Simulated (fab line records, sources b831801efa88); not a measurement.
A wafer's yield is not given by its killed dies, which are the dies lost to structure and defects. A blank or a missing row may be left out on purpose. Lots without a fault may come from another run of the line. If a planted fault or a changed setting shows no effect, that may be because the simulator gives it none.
The same fault as seen by 2 desks :: flow sky130 :: only its own numbers are on each desk; what lay behind them is given at the end

THE METROLOGY DESK
Means of the sampled wafers that have a number, per lot and without regard to the tool the lot ran on: this is what the gauges read. Any lot whose mean is over 4 standard deviations away from the usual mean is out of limits and marked OUT; that distance is given in the brackets.
Columns: A = CONTACT_BOW at SKY_CONTACT_BOW_MEAS_05, usual 80 um
lot: L892
first seen here: day 30 12:28
A: 80

lot: L893
first seen here: day 30 20:19
A: 77

lot: L895
first seen here: day 31 17:24
A: 74

lot: L897
first seen here: day 31 18:10
A: 79

lot: L899
first seen here: day 32 13:22
A: 76

lot: L900
first seen here: day 33 00:59
A: 84

lot: L901
first seen here: day 33 07:20
A: 78

lot: L903
first seen here: day 34 02:54
A: 85

lot: L908
first seen here: day 35 08:49
A: 79

lot: L909
first seen here: day 36 01:38
A: 78

lot: L911
first seen here: day 36 15:01
A: 87

lot: L914
first seen here: day 37 08:19
A: 76

lot: L915
first seen here: day 37 12:02
A: 87
Result from this desk: across the 13 lots, nothing is out of limits.

THE TOOL OWNER'S DESK: lithoTrack-01
At SKY_POLY_GATE_SOFTBAKE_09 (time 90 s), the tool's own readings, given per lot that ran on this tool as the mean of the sampled wafers with a number. Any lot whose mean is over 4 standard deviations away from the usual mean is out of limits and marked OUT; that distance is given in the brackets.
Columns: A = heaterPowerTotalW at SKY_POLY_GATE_SOFTBAKE_09, usual 57.36 W; B = plateTempC at SKY_POLY_GATE_SOFTBAKE_09, usual 100.01 C
lot: L892
first seen here: day 15 22:00
A: 57.31
B: 99.96

lot: L897
first seen here: day 17 05:00
A: 57.25
B: 99.98

lot: L900
first seen here: day 18 12:00
A: 51.97 (-49) OUT
B: 93.40 (-60) OUT

lot: L901
first seen here: day 18 19:00
A: 51.99 (-49) OUT
B: 93.14 (-62) OUT

lot: L909
first seen here: day 22 00:00
A: 57.42
B: 100.14
This desk finds L900, L901 out of limits, L900 being first, at day 18 12:00 (heaterPowerTotalW at SKY_POLY_GATE_SOFTBAKE_09). L892, L897, L909 stayed within limits.

ALL TOGETHER
The tool owner's desk had the chance to raise an alarm at day 18 12:00 on L900, L901.
From the metrology desk's view, nothing was out of limits.
The metrology desk holds a record of L900, L901, inside its limits.
All the named lots went through SKY_POLY_GATE_SOFTBAKE_09 on lithoTrack-01.

WHAT THE SIMULATOR HAD INSERTED
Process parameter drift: lithoTrack-01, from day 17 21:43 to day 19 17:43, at SKY_POLY_GATE_SOFTBAKE_09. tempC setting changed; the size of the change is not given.
Lots struck among those shown: L900, L901.
Each desk's first reading out of limits, in hours after the fault started: the tool owner's desk, 14.
